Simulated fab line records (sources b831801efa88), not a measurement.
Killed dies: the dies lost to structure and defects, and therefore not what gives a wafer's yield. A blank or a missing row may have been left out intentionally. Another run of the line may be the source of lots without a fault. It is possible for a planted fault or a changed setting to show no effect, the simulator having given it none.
fab line records -- flow sky130
record lots=12, wafers=36, last_day=50
route steps=708 shown VIA3@588 METAL5@675 PASSIVATION@683 PAD_OPEN@708
lots that met no fault: taken from a fault-free run of the same line
start_h: hours from the record's opening day to when the first of the lot's shown wafers began -- wait_h: time in hours since the lot's previous step -- " identical to the entry in the row above -- L1.1+2: one row covering several wafers at once -- - no value, or no start was given -- * or withheld: withheld -- < > ~ a bound
route shown NAME@n: names a module that has steps shown in the file, with the first one's number in the route -- usual: mean and standard deviation over wafers with no fault -- same: alike in all rows -- chamber/n: place in a boat -- sites: per-site readings -- _std_site: standard deviation across them -- _edge_site: outer sites' mean less inner sites' -- radius_mm: for every site, how far away it sits from the centre of the wafer -- mask NAME#n: copy n -- behind: tool/chamber where the wafer was last shaped -- hold: why the lot was held/for how many hours/how that ended -- device: names the non-switching transistor (n, p or np) -- end of line: tests of these same wafers at the route's end -- a step with no rows: only its recipe -- killed: at the first sort, the dies lost to defects and structure; wafer yield is something else -- map: the dies of a wafer, with x for killed, . for not killed, _ for no die there
set.NAME: setting as actually run; set.NAME@STEP: the setting as run at that earlier step -- model.NAME: the simulator's own value behind a step, which no gauge read
the route's steps for a sample of lots (tables are steps, rows are wafers)
services: a tool's chamber out of use, with start hour (start_h, from the record's first day; less than 0 if before it), hours out, and reason
## steps
# step SKY_VIA3_ETCH_15
# recipe target=SiO2, chemistry=C4F8/O2/Ar, target_depth_nm=507, stop_on=TiN, mask_material=KrF-thick, source_w=1500, bias_w=1200, pressure_mtorr=40, c4f8_flow_sccm=withheld, O2_flow_sccm=6, Ar_flow_sccm=300, time_s=78
# usual chamber_pressure_mTorr=40.00/0.04, oes_product_au=0.945/0.0048
# same time_s=78
lot.wafer,tool,chamber,start_h,wait_h,chamber_pressure_mTorr,oes_product_au,rf_hours_counter_h
L464.2,rie_diel-04,0,935.16,0.0,39.93,0.947,11
L464.3,rie_diel-04,3,935.16,0.0,40.02,0.949,10
L464.6,rie_diel-04,2,935.16,0.0,39.93,0.947,-
L465.1,rie_diel-01,1,942.96,0.0,40.03,0.944,13
L465.2,rie_diel-01,2,942.96,0.0,40.01,0.945,11
L465.5,rie_diel-01,2,942.96,0.0,40.00,0.946,-
L466.1,rie_diel-04,1,958.56,0.0,39.96,0.939,10
L466.2,rie_diel-04,0,958.56,0.0,40.03,0.944,12
L466.6,rie_diel-04,3,958.56,0.0,40.06,0.937,-
L468.2,rie_diel-01,1,965.32,0.0,40.03,0.946,14
L468.5,rie_diel-01,0,965.32,0.0,39.99,0.943,-
L468.6,rie_diel-01,3,965.32,0.0,39.97,0.944,-
L469.3,rie_diel-04,1,971.47,0.0,40.04,0.947,10
L469.4,rie_diel-04,2,971.47,0.0,39.98,0.950,7
L469.6,rie_diel-04,0,971.47,0.0,39.98,0.955,-
L470.1,rie_diel-04,1,981.89,0.0,40.03,0.938,11
L470.5,rie_diel-04,3,981.89,0.0,40.02,0.951,-
L470.6,rie_diel-04,2,981.89,0.0,39.94,0.952,-
L471.1,rie_diel-01,1,983.57,0.0,39.93,0.940,14
L471.4,rie_diel-01,2,983.57,0.0,40.05,0.947,-
L471.6,rie_diel-01,1,983.57,0.0,40.01,0.948,-
L473.1,rie_diel-04,3,1002.16,0.0,39.97,0.944,12
L473.2,rie_diel-04,1,1002.16,0.0,40.04,0.948,11
L473.6,rie_diel-04,1,1002.16,0.0,40.00,0.943,-
L474.3,rie_diel-04,0,1013.04,0.0,39.99,0.938,14
L474.5,rie_diel-04,0,1013.04,0.0,39.98,0.952,-
L474.6,rie_diel-04,2,1013.04,0.0,40.00,0.945,-
L475.2,rie_diel-04,1,1014.41,0.0,39.91,0.937,12
L475.4,rie_diel-04,1,1014.41,0.0,39.99,0.947,-
L475.5,rie_diel-04,2,1014.41,0.0,39.99,0.939,-
L476.3,rie_diel-04,2,1033.19,0.0,40.00,0.939,9
L476.4,rie_diel-04,0,1033.19,0.0,40.03,0.943,14
L476.6,rie_diel-04,3,1033.19,0.0,39.98,0.943,-
L484.2,rie_diel-04,1,1070.42,0.0,40.06,0.944,14
L484.5,rie_diel-04,0,1070.42,0.0,39.99,0.949,-
L484.6,rie_diel-04,1,1070.42,0.0,39.97,0.956,-
# step SKY_METAL5_DESCUM_14
# recipe chemistry=O2, source_power_w=150, bias_power_w=0, pressure_mtorr=10, temp_c=40, time_s=11
# usual chamber_pressure_mTorr=9.999/0.0086, drypump_motor_current_A=5.9/0.58, oes_product_au=1.000/0.0081
# same time_s=11
lot.wafer,tool,chamber,start_h,wait_h,chamber_pressure_mTorr,drypump_motor_current_A,oes_product_au,rf_hours_counter_h
L464.2,rie_metal-03,1,1034.62,0.1,9.994,6.7,0.997,19
L464.3,rie_metal-03,1,1034.62,0.1,10.002,6.8,0.998,-
L464.6,rie_metal-03,0,1034.62,0.1,9.989,5.1,1.006,-
L465.1,rie_metal-03,0,1042.72,0.1,9.991,5.1,1.015,3
L465.2,rie_metal-03,1,1042.72,0.1,9.992,6.8,0.997,19
L465.5,rie_metal-03,0,1042.72,0.1,10.004,5.1,1.003,-
L466.1,rie_metal-02,1,1056.77,0.1,9.994,5.6,1.004,12
L466.2,rie_metal-02,0,1056.77,0.1,10.012,6.3,1.016,14
L466.6,rie_metal-02,0,1056.77,0.1,9.992,6.2,1.002,-
L468.2,rie_metal-01,0,1062.99,0.1,9.986,6.4,0.985,18
L468.5,rie_metal-01,1,1062.99,0.1,9.997,5.4,0.992,-
L468.6,rie_metal-01,0,1062.99,0.1,9.991,6.3,0.990,-
L469.3,rie_metal-02,0,1068.78,0.1,9.993,6.2,1.002,-
L469.4,rie_metal-02,1,1068.78,0.1,9.996,5.6,0.987,-
L469.6,rie_metal-02,1,1068.78,0.1,9.990,5.6,1.003,-
L470.1,rie_metal-03,0,1076.87,0.1,10.003,5.1,1.005,5
L470.5,rie_metal-03,1,1076.87,0.1,9.999,6.7,0.994,-
L470.6,rie_metal-03,0,1076.87,0.1,10.002,5.1,1.007,-
L471.1,rie_metal-03,0,1080.07,0.1,10.003,5.2,1.005,6
L471.4,rie_metal-03,1,1080.07,0.1,9.992,6.7,0.983,-
L471.6,rie_metal-03,1,1080.07,0.1,10.005,6.7,0.991,-
L473.1,rie_metal-02,0,1093.24,0.1,10.025,6.3,1.003,18
L473.2,rie_metal-02,1,1093.24,0.1,9.990,5.6,1.005,15
L473.6,rie_metal-02,1,1093.24,0.1,10.004,5.5,0.997,-
L474.3,rie_metal-02,0,1104.78,0.1,9.997,6.3,1.006,-
L474.5,rie_metal-02,1,1104.78,0.1,9.999,5.6,1.004,-
L474.6,rie_metal-02,0,1104.78,0.1,9.994,6.3,1.008,-
L475.2,rie_metal-02,0,1108.82,0.1,10.006,6.2,1.009,19
L475.4,rie_metal-02,1,1108.82,0.1,10.007,5.5,0.996,-
L475.5,rie_metal-02,1,1108.82,0.1,10.002,5.6,0.998,-
L476.3,rie_metal-02,1,1124.06,0.1,10.012,5.6,1.002,-
L476.4,rie_metal-02,0,1124.06,0.1,10.003,6.3,1.015,-
L476.6,rie_metal-02,0,1124.06,0.1,10.002,6.2,1.007,-
L484.2,rie_metal-03,0,1155.92,0.1,9.981,5.1,0.998,11
L484.5,rie_metal-03,0,1155.92,0.1,10.003,5.1,1.009,-
L484.6,rie_metal-03,1,1155.92,0.1,9.994,6.7,0.994,-
# step SKY_PASSIVATION_CVD_02
# recipe material=Si3N4, target_thk_nm=540, temp_c=400, time_s=withheld, rf_w=450
# usual heater_power_w=753/94
lot.wafer,tool,chamber,start_h,wait_h,heater_power_w
L464.2,pecvd-03,1,1035.60,0.0,935
L464.3,pecvd-03,2,1035.60,0.0,846
L464.6,pecvd-03,0,1035.60,0.0,871
L465.1,pecvd-02,1,1043.68,0.1,673
L465.2,pecvd-02,2,1043.68,0.1,736
L465.5,pecvd-02,2,1043.68,0.1,613
L466.1,pecvd-04,1,1057.75,0.1,716
L466.2,pecvd-04,0,1057.75,0.1,666
L466.6,pecvd-04,2,1057.75,0.1,751
L468.2,pecvd-02,0,1063.94,0.0,688
L468.5,pecvd-02,2,1063.94,0.0,673
L468.6,pecvd-02,0,1063.94,0.0,720
L469.3,pecvd-03,1,1070.29,0.0,752
L469.4,pecvd-03,2,1070.29,0.0,828
L469.6,pecvd-03,0,1070.29,0.0,895
L470.1,pecvd-03,1,1077.88,0.1,823
L470.5,pecvd-03,2,1077.88,0.1,795
L470.6,pecvd-03,0,1077.88,0.1,717
L471.1,pecvd-03,2,1081.12,0.1,767
L471.4,pecvd-03,0,1081.12,0.1,752
L471.6,pecvd-03,2,1081.12,0.1,796
L473.1,pecvd-03,2,1094.23,0.1,766
L473.2,pecvd-03,1,1094.23,0.1,914
L473.6,pecvd-03,2,1094.23,0.1,797
L474.3,pecvd-03,0,1105.77,0.0,767
L474.5,pecvd-03,0,1105.77,0.0,807
L474.6,pecvd-03,2,1105.77,0.0,777
L475.2,pecvd-02,0,1109.80,0.0,578
L475.4,pecvd-02,2,1109.80,0.0,709
L475.5,pecvd-02,0,1109.80,0.0,615
L476.3,pecvd-03,2,1124.99,0.0,862
L476.4,pecvd-03,2,1124.99,0.0,698
L476.6,pecvd-03,1,1124.99,0.0,916
L484.2,pecvd-03,2,1156.95,0.0,808
L484.5,pecvd-03,1,1156.95,0.0,858
L484.6,pecvd-03,0,1156.95,0.0,905
# step SKY_PASSIVATION_THK_MEAS_03
# recipe reads=Si3N4_of_PASSIVATION_CVD_02
# usual PASSIVATION_CVD_02_THK=540/6.2
lot.wafer,tool,chamber,start_h,wait_h,PASSIVATION_CVD_02_THK[nm]
L464.2,film_metro-03,-,1035.84,-,530
L464.3,film_metro-03,-,1035.84,-,535
L464.6,film_metro-03,-,1035.84,-,542
L465.1,film_metro-04,-,1043.91,-,532
L465.2,film_metro-04,-,1043.91,-,539
L465.5,film_metro-04,-,1043.91,-,548
L466.1,film_metro-01,-,1057.98,-,538
L466.2,film_metro-01,-,1057.98,-,536
L466.6,film_metro-01,-,1057.98,-,551
L468.2,film_metro-01,-,1064.17,-,538
L468.5,film_metro-01,-,1064.17,-,538
L468.6,film_metro-01,-,1064.17,-,541
L469.3,film_metro-01,-,1070.54,-,539
L469.4,film_metro-01,-,1070.54,-,543
L469.6,film_metro-01,-,1070.54,-,545
L470.1,film_metro-01,-,1078.11,-,536
L470.5,film_metro-01,-,1078.11,-,545
L470.6,film_metro-01,-,1078.11,-,542
L471.1,film_metro-01,-,1081.34,-,530
L471.4,film_metro-01,-,1081.34,-,540
L471.6,film_metro-01,-,1081.34,-,540
L473.1,film_metro-04,-,1094.45,-,539
L473.2,film_metro-04,-,1094.45,-,535
L473.6,film_metro-04,-,1094.45,-,541
L474.3,film_metro-03,-,1106.05,-,536
L474.5,film_metro-03,-,1106.05,-,549
L474.6,film_metro-03,-,1106.05,-,551
L475.2,film_metro-01,-,1110.04,-,534
L475.4,film_metro-01,-,1110.04,-,539
L475.5,film_metro-01,-,1110.04,-,544
L476.3,film_metro-01,-,1125.23,-,538
L476.4,film_metro-01,-,1125.23,-,545
L476.6,film_metro-01,-,1125.23,-,542
L484.2,film_metro-01,-,1157.18,-,546
L484.5,film_metro-01,-,1157.18,-,553
L484.6,film_metro-01,-,1157.18,-,549
# step SKY_PAD_OPEN_PROBE_99
# usual defect_limited_yield=82.6/1.7, killed_at_M0_to_M3=43/6.5, killed_at_M4_up=3.2/1.9, killed_at_contacts=25/5.5, killed_at_front_end=14/4.2, killed_at_other=0.2/0.44, killed_dies=85/8.5, killed_open=47/7, killed_short=39/6.3, sort_bin_3_pad_short=0.9/0.46, sort_bin_5_function=10.3/1.4, sort_bin_6_memory=6.2/1.2, sort_n_pass=407/8.5, sort_yield_pct=82.6/1.7
# same gross_dies=492, killed_at_back_side=0, sort_bin_4_leakage[%]=0, sort_bin_8_speed[%]=0
lot.wafer,tool,chamber,start_h,wait_h,defect_limited_yield[%],killed_at_M0_to_M3,killed_at_M4_up,killed_at_contacts,killed_at_front_end,killed_at_other,killed_dies,killed_open,killed_short,sort_bin_3_pad_short[%],sort_bin_5_function[%],sort_bin_6_memory[%],sort_n_pass,sort_yield_pct[%]
L464.2,prober-02,-,1082.20,0.1,85.2,44,0,13,16,0,73,36,37,0.8,7.9,6.1,419,85.2
L464.3,prober-02,-,1082.25,0.2,82.1,41,3,26,18,0,88,47,41,0.8,10.2,6.9,404,82.1
L464.6,prober-02,-,1082.40,0.2,82.5,39,2,32,13,0,86,48,38,1.2,10.2,6.1,406,82.5
L465.1,prober-01,-,1089.19,0.1,81.5,45,5,25,15,1,91,49,42,1.2,12.8,4.5,401,81.5
L465.2,prober-01,-,1089.24,0.1,83.3,47,3,22,10,0,82,44,38,0.2,10.0,6.5,410,83.3
L465.5,prober-01,-,1089.39,0.2,80.5,47,4,27,18,0,96,57,39,0.8,10.0,8.7,396,80.5
L466.1,prober-02,-,1102.99,0.1,82.5,39,6,26,14,1,86,43,43,1.2,10.2,6.1,406,82.5
L466.2,prober-02,-,1103.04,0.1,80.3,39,5,35,18,0,97,66,31,0.6,11.8,7.3,395,80.3
L466.6,prober-02,-,1103.24,0.2,81.5,40,3,31,17,0,91,48,43,1.2,10.6,6.7,401,81.5
L468.2,prober-02,-,1109.39,0.1,85.4,34,5,19,14,0,72,36,36,0.6,8.5,5.5,420,85.4
L468.5,prober-02,-,1109.54,0.2,83.1,50,3,16,14,0,83,42,41,1.0,10.4,5.5,409,83.1
L468.6,prober-02,-,1109.59,0.2,83.3,40,3,23,16,0,82,38,44,0.8,10.8,5.1,410,83.3
L469.3,prober-01,-,1114.74,0.2,82.1,35,4,24,25,0,88,53,35,0.6,10.0,7.3,404,82.1
L469.4,prober-01,-,1114.79,0.2,82.5,46,4,24,11,1,86,49,37,1.4,8.9,7.1,406,82.5
L469.6,prober-01,-,1114.89,0.2,83.7,36,8,15,20,1,80,38,42,0.6,10.2,5.5,412,83.7
L470.1,prober-02,-,1120.79,0.1,79.9,51,2,33,13,0,99,50,49,1.2,11.2,7.7,393,79.9
L470.5,prober-02,-,1120.99,0.2,82.7,38,4,35,8,0,85,49,36,0.4,10.2,6.7,407,82.7
L470.6,prober-02,-,1121.04,0.2,80.1,46,5,30,17,0,98,61,37,0.2,12.4,7.3,394,80.1
L471.1,prober-01,-,1124.54,0.1,83.1,35,1,29,18,0,83,38,45,1.2,8.9,6.7,409,83.1
L471.4,prober-01,-,1124.69,0.2,82.7,44,2,28,11,0,85,49,36,1.0,9.6,6.7,407,82.7
L471.6,prober-01,-,1124.79,0.2,80.7,49,5,27,14,0,95,53,42,2.0,10.6,6.7,397,80.7
L473.1,prober-02,-,1136.94,0.1,86.4,39,0,18,10,0,67,39,28,1.0,7.3,5.3,425,86.4
L473.2,prober-02,-,1136.99,0.1,85.4,34,0,19,19,0,72,44,28,0.8,7.9,5.9,420,85.4
L473.6,prober-02,-,1137.19,0.2,84.3,36,4,23,12,2,77,38,39,0.6,10.4,4.7,415,84.3
L474.3,prober-02,-,1147.81,0.2,81.9,48,4,25,12,0,89,44,45,0.8,12.2,5.1,403,81.9
L474.5,prober-02,-,1147.91,0.2,82.5,42,7,22,14,1,86,44,42,0.6,10.0,6.9,406,82.5
L474.6,prober-02,-,1147.96,0.2,84.1,53,1,17,7,0,78,44,34,1.0,10.8,4.1,414,84.1
L475.2,prober-01,-,1150.88,0.1,82.1,47,3,18,20,0,88,45,43,0.8,11.0,6.1,404,82.1
L475.4,prober-01,-,1150.98,0.2,83.7,38,6,15,21,0,80,41,39,0.2,9.6,6.5,412,83.7
L475.5,prober-01,-,1151.03,0.2,84.3,31,3,23,20,0,77,34,43,0.6,9.8,5.3,415,84.3
L476.3,prober-02,-,1164.87,0.2,79.9,49,5,26,19,0,99,50,49,0.6,11.8,7.7,393,79.9
L476.4,prober-02,-,1164.92,0.2,83.3,40,5,25,12,0,82,43,39,1.2,10.6,4.9,410,83.3
L476.6,prober-02,-,1165.02,0.2,82.5,47,0,20,18,1,86,48,38,1.4,10.8,5.3,406,82.5
L484.2,prober-02,-,1193.15,0.1,71.1,101,6,19,16,0,142,41,33,4.1,19.1,5.7,350,71.1
L484.5,prober-02,-,1193.30,0.2,82.5,31,2,29,24,0,86,49,37,0.6,10.0,6.9,406,82.5
L484.6,prober-02,-,1193.35,0.2,74.2,94,1,20,12,0,127,33,37,4.5,14.4,6.9,365,74.2
# killed by level:class
L464.2 VIA3:geometric_particle:open=8 METAL1:geometric_particle:short=7 VIA1:geometric_particle:short=7 POLY_GATE:geometric_particle:open=5 CONTACT:geometric_particle:open=5 VIA1:geometric_particle:open=5 METAL3:geometric_particle:short=4 CONTACT:geometric_particle:short=4
L464.3 LI_CONTACT:geometric_particle:open=12 FIELD_ISO:geometric_particle:open=7 VIA2:geometric_particle:open=7 METAL3:geometric_particle:short=6 VIA1:geometric_particle:open=6 METAL1:geometric_particle:short=5 VIA1:geometric_particle:short=5 POLY_GATE:geometric_particle:open=4
L464.6 CONTACT:geometric_particle:short=10 CONTACT:geometric_particle:open=10 VIA3:geometric_particle:open=8 LI_CONTACT:geometric_particle:open=7 VIA1:geometric_particle:open=7 VIA2:geometric_particle:open=5 VIA2:geometric_particle:short=4 POLY_GATE:geometric_particle:open=3
L465.1 VIA1:geometric_particle:open=9 CONTACT:geometric_particle:open=9 CONTACT:geometric_particle:short=7 VIA3:geometric_particle:open=7 FIELD_ISO:geometric_particle:short=6 VIA2:geometric_particle:open=6 VIA1:geometric_particle:short=6 METAL2:geometric_particle:short=6
L465.2 VIA1:geometric_particle:open=13 CONTACT:geometric_particle:open=9 METAL2:geometric_particle:short=8 LOCAL_INTERCONNECT:geometric_particle:short=7 METAL1:geometric_particle:short=7 VIA2:geometric_particle:open=5 VIA2:geometric_particle:short=5 FIELD_ISO:geometric_particle:short=4
L465.5 CONTACT:geometric_particle:open=12 VIA1:geometric_particle:open=11 VIA2:geometric_particle:open=9 FIELD_ISO:geometric_particle:open=7 CONTACT:geometric_particle:short=6 LOCAL_INTERCONNECT:geometric_particle:short=5 VIA3:geometric_particle:open=5 POLY_GATE:geometric_particle:open=4
L466.1 VIA1:geometric_particle:open=11 LI_CONTACT:geometric_particle:open=8 CONTACT:geometric_particle:open=8 METAL1:geometric_particle:short=7 CONTACT:geometric_particle:short=5 VIA3:geometric_particle:open=5 POLY_CUT:geometric_particle:short=4 LI_CONTACT:geometric_particle:short=4
L466.2 CONTACT:geometric_particle:open=18 VIA1:geometric_particle:open=13 LI_CONTACT:geometric_particle:open=10 VIA2:geometric_particle:open=6 FIELD_ISO:geometric_particle:short=5 POLY_GATE:geometric_particle:open=5 FIELD_ISO:geometric_particle:open=4 METAL3:geometric_particle:short=4
L466.6 VIA2:geometric_particle:open=11 CONTACT:geometric_particle:open=10 LI_CONTACT:geometric_particle:open=7 METAL2:geometric_particle:short=7 FIELD_ISO:geometric_particle:short=5 CONTACT:geometric_particle:short=5 METAL1:geometric_particle:short=5 FIELD_ISO:geometric_particle:open=4
L468.2 FIELD_ISO:geometric_particle:short=8 LI_CONTACT:geometric_particle:open=8 VIA1:geometric_particle:open=8 METAL1:geometric_particle:short=6 VIA2:geometric_particle:open=6 CONTACT:geometric_particle:open=5 METAL2:geometric_particle:short=5 METAL4:geometric_particle:short=4
L468.5 VIA1:geometric_particle:open=11 VIA2:geometric_particle:open=9 CONTACT:geometric_particle:open=7 METAL1:geometric_particle:short=5 VIA1:geometric_particle:short=5 VIA3:geometric_particle:open=5 POLY_GATE:geometric_particle:short=4 METAL2:geometric_particle:short=4
L468.6 VIA2:geometric_particle:open=9 LI_CONTACT:geometric_particle:open=8 METAL1:geometric_particle:short=8 POLY_GATE:geometric_particle:open=5 CONTACT:geometric_particle:short=5 CONTACT:geometric_particle:open=5 FIELD_ISO:geometric_particle:short=4 VIA1:geometric_particle:short=4
L469.3 CONTACT:geometric_particle:open=10 FIELD_ISO:geometric_particle:open=9 VIA1:geometric_particle:open=8 VIA2:geometric_particle:open=7 POLY_GATE:geometric_particle:short=6 VIA3:geometric_particle:open=6 LI_CONTACT:geometric_particle:open=5 CONTACT:geometric_particle:short=5
L469.4 VIA1:geometric_particle:open=10 VIA2:geometric_particle:open=10 CONTACT:geometric_particle:open=8 CONTACT:geometric_particle:short=6 VIA3:geometric_particle:open=6 LI_CONTACT:geometric_particle:open=5 METAL1:geometric_particle:short=5 VIA1:geometric_particle:short=5
L469.6 FIELD_ISO:geometric_particle:short=8 METAL4:geometric_particle:short=7 CONTACT:geometric_particle:open=7 VIA2:geometric_particle:open=7 VIA3:geometric_particle:short=6 VIA3:geometric_particle:open=6 VIA1:geometric_particle:open=4 SPACER:geometric_particle:short=3
L470.1 CONTACT:geometric_particle:open=15 VIA1:geometric_particle:open=10 VIA2:geometric_particle:open=8 METAL2:geometric_particle:short=7 VIA3:geometric_particle:short=7 VIA2:geometric_particle:short=6 CONTACT:geometric_particle:short=5 LOCAL_INTERCONNECT:geometric_particle:short=5
L470.5 LI_CONTACT:geometric_particle:open=12 CONTACT:geometric_particle:short=8 VIA1:geometric_particle:open=8 CONTACT:geometric_particle:open=7 VIA3:geometric_particle:open=5 LI_CONTACT:geometric_particle:short=5 METAL2:geometric_particle:short=5 VIA2:geometric_particle:open=4
L470.6 LI_CONTACT:geometric_particle:open=13 VIA1:geometric_particle:open=10 VIA2:geometric_particle:open=10 VIA1:geometric_particle:short=6 LOCAL_INTERCONNECT:geometric_particle:short=5 CONTACT:geometric_particle:open=5 FIELD_ISO:geometric_particle:open=4 CONTACT:geometric_particle:short=4
L471.1 CONTACT:geometric_particle:short=9 VIA1:geometric_particle:short=7 VIA1:geometric_particle:open=7 LI_CONTACT:geometric_particle:open=6 CONTACT:geometric_particle:open=6 POLY_GATE:geometric_particle:short=5 LOCAL_INTERCONNECT:geometric_particle:short=5 VIA2:geometric_particle:open=5
L471.4 CONTACT:geometric_particle:open=12 VIA1:geometric_particle:open=12 CONTACT:geometric_particle:short=6 VIA2:geometric_particle:open=6 VIA3:geometric_particle:open=5 LI_CONTACT:geometric_particle:open=5 METAL1:geometric_particle:short=5 VIA2:geometric_particle:short=4
L471.6 CONTACT:geometric_particle:open=18 VIA1:geometric_particle:open=11 VIA3:geometric_particle:open=8 POLY_GATE:geometric_particle:short=5 VIA1:geometric_particle:short=5 METAL3:geometric_particle:short=5 METAL4:geometric_particle:short=5 LI_CONTACT:geometric_particle:short=4
L473.1 CONTACT:geometric_particle:open=8 VIA3:geometric_particle:open=7 VIA2:geometric_particle:open=6 METAL1:geometric_particle:short=6 VIA1:geometric_particle:open=6 VIA3:geometric_particle:short=5 VIA1:geometric_particle:short=4 FIELD_ISO:geometric_particle:open=3
L473.2 VIA1:geometric_particle:open=12 LI_CONTACT:geometric_particle:open=8 CONTACT:geometric_particle:open=8 FIELD_ISO:geometric_particle:short=5 FIELD_ISO:geometric_particle:open=5 VIA3:geometric_particle:open=4 METAL1:geometric_particle:short=3 VIA1:geometric_particle:short=3
L473.6 VIA3:geometric_particle:open=10 CONTACT:geometric_particle:short=9 CONTACT:geometric_particle:open=6 LI_CONTACT:geometric_particle:open=5 POLY_GATE:geometric_particle:open=4 VIA2:geometric_particle:open=4 METAL3:geometric_particle:short=4 VIA2:geometric_particle:short=4
L474.3 CONTACT:geometric_particle:open=11 VIA1:geometric_particle:open=9 METAL2:geometric_particle:short=8 VIA2:geometric_particle:open=7 METAL3:geometric_particle:short=5 POLY_GATE:geometric_particle:short=4 LI_CONTACT:geometric_particle:open=4 LOCAL_INTERCONNECT:geometric_particle:short=4
L474.5 VIA2:geometric_particle:open=9 VIA1:geometric_particle:open=8 CONTACT:geometric_particle:open=7 METAL1:geometric_particle:short=7 VIA3:geometric_particle:open=7 METAL4:geometric_particle:short=6 CONTACT:geometric_particle:short=5 POLY_GATE:geometric_particle:short=4
L474.6 CONTACT:geometric_particle:open=11 VIA1:geometric_particle:open=10 VIA3:geometric_particle:open=9 METAL1:geometric_particle:short=8 VIA2:geometric_particle:open=8 METAL2:geometric_particle:short=5 VIA1:geometric_particle:short=5 FIELD_ISO:geometric_particle:short=3
L475.2 VIA3:geometric_particle:open=11 VIA1:geometric_particle:open=11 POLY_GATE:geometric_particle:short=7 CONTACT:geometric_particle:open=6 VIA1:geometric_particle:short=6 VIA2:geometric_particle:open=6 FIELD_ISO:geometric_particle:short=4 LOCAL_INTERCONNECT:geometric_particle:short=4
L475.4 VIA1:geometric_particle:open=9 FIELD_ISO:geometric_particle:open=7 CONTACT:geometric_particle:open=6 VIA2:geometric_particle:open=6 POLY_GATE:geometric_particle:open=5 CONTACT:geometric_particle:short=5 VIA1:geometric_particle:short=5 METAL4:geometric_particle:short=5
L475.5 LI_CONTACT:geometric_particle:open=10 POLY_GATE:geometric_particle:short=8 CONTACT:geometric_particle:open=7 METAL1:geometric_particle:short=6 FIELD_ISO:geometric_particle:short=5 VIA1:geometric_particle:open=5 VIA1:geometric_particle:short=4 VIA2:geometric_particle:open=4
L476.3 VIA1:geometric_particle:open=12 CONTACT:geometric_particle:open=10 CONTACT:geometric_particle:short=8 METAL1:geometric_particle:short=8 VIA3:geometric_particle:open=6 VIA1:geometric_particle:short=6 VIA2:geometric_particle:open=6 FIELD_ISO:geometric_particle:open=5
L476.4 VIA1:geometric_particle:open=10 LI_CONTACT:geometric_particle:open=7 VIA3:geometric_particle:open=7 CONTACT:geometric_particle:open=6 VIA2:geometric_particle:open=5 LOCAL_INTERCONNECT:geometric_particle:short=5 METAL2:geometric_particle:short=5 LI_CONTACT:geometric_particle:short=4
L476.6 VIA1:geometric_particle:open=13 CONTACT:geometric_particle:open=9 VIA1:geometric_particle:short=9 VIA2:geometric_particle:open=7 VIA2:geometric_particle:short=5 VIA3:geometric_particle:open=5 FIELD_ISO:geometric_particle:short=4 LI_CONTACT:geometric_particle:open=4
L484.2 VIA3:unspecified=68 FIELD_ISO:geometric_particle:open=8 VIA1:geometric_particle:open=8 LI_CONTACT:geometric_particle:open=7 CONTACT:geometric_particle:open=6 METAL1:geometric_particle:short=5 METAL2:geometric_particle:short=5 POLY_GATE:geometric_particle:open=4
L484.5 CONTACT:geometric_particle:open=11 VIA1:geometric_particle:open=9 POLY_GATE:geometric_particle:open=8 CONTACT:geometric_particle:short=8 METAL2:geometric_particle:short=7 VIA2:geometric_particle:open=7 POLY_GATE:geometric_particle:short=6 LI_CONTACT:geometric_particle:open=6
L484.6 VIA3:unspecified=57 VIA1:geometric_particle:open=10 CONTACT:geometric_particle:short=7 VIA2:geometric_particle:open=6 POLY_GATE:geometric_particle:short=5 METAL2:geometric_particle:short=5 LI_CONTACT:geometric_particle:open=4 CONTACT:geometric_particle:open=4
## services
tool,chamber,start_h,hours,kind
pecvd-03,2,920.94,2.1,scheduled_down
rie_diel-04,1,924.52,6.0,repair
pecvd-04,-,925.96,1.6,repair
pecvd-03,-,940.24,28.1,pm
rie_metal-03,-,947.14,0.7,repair
rie_diel-04,0,961.20,2.6,repair
pecvd-04,2,969.16,3.3,repair
pecvd-04,1,969.90,3.3,repair
rie_diel-01,3,973.50,21.0,repair
rie_diel-01,-,986.09,0.1,repair
rie_metal-01,0,994.28,6.7,repair
pecvd-02,1,994.35,11.6,repair
rie_diel-04,3,1010.36,5.4,repair
rie_diel-04,1,1048.96,3.5,repair
rie_diel-01,-,1051.15,0.2,repair
pecvd-03,-,1095.13,0.5,repair
rie_diel-04,-,1110.88,2.8,pm
pecvd-03,-,1113.98,2.8,pm
pecvd-02,-,1127.48,2.8,pm
rie_metal-03,-,1129.22,2.8,pm
pecvd-04,1,1134.33,18.2,repair
pecvd-03,1,1141.26,3.5,repair
rie_diel-04,-,1146.69,1.0,repair
rie_diel-01,1,1149.96,1.4,repair
## key
first_sign step=SKY_PAD_OPEN_PROBE_99, reading=killed_at_M0_to_M3, direction=up, sigmas=8.4, usual=43, struck=98
effect step=SKY_PAD_OPEN_PROBE_99, reading=sort_bin_3_pad_short, direction=up, sigmas=7.3, usual=0.9, struck=4.3
met_at SKY_VIA3_ETCH_15
struck_lots L484
struck_wafers L484.2,L484.6
not_acting_at SKY_METAL5_DESCUM_14,SKY_PASSIVATION_CVD_02,SKY_PASSIVATION_THK_MEAS_03
onset_between 1014.41 1070.42
fault kind=chamber_particle_source, tool=rie_diel-04, chamber=1, onset_h=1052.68, steps=SKY_VIA3_ETCH_15, rate_per_visit_cm2=1.5351, end_h=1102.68
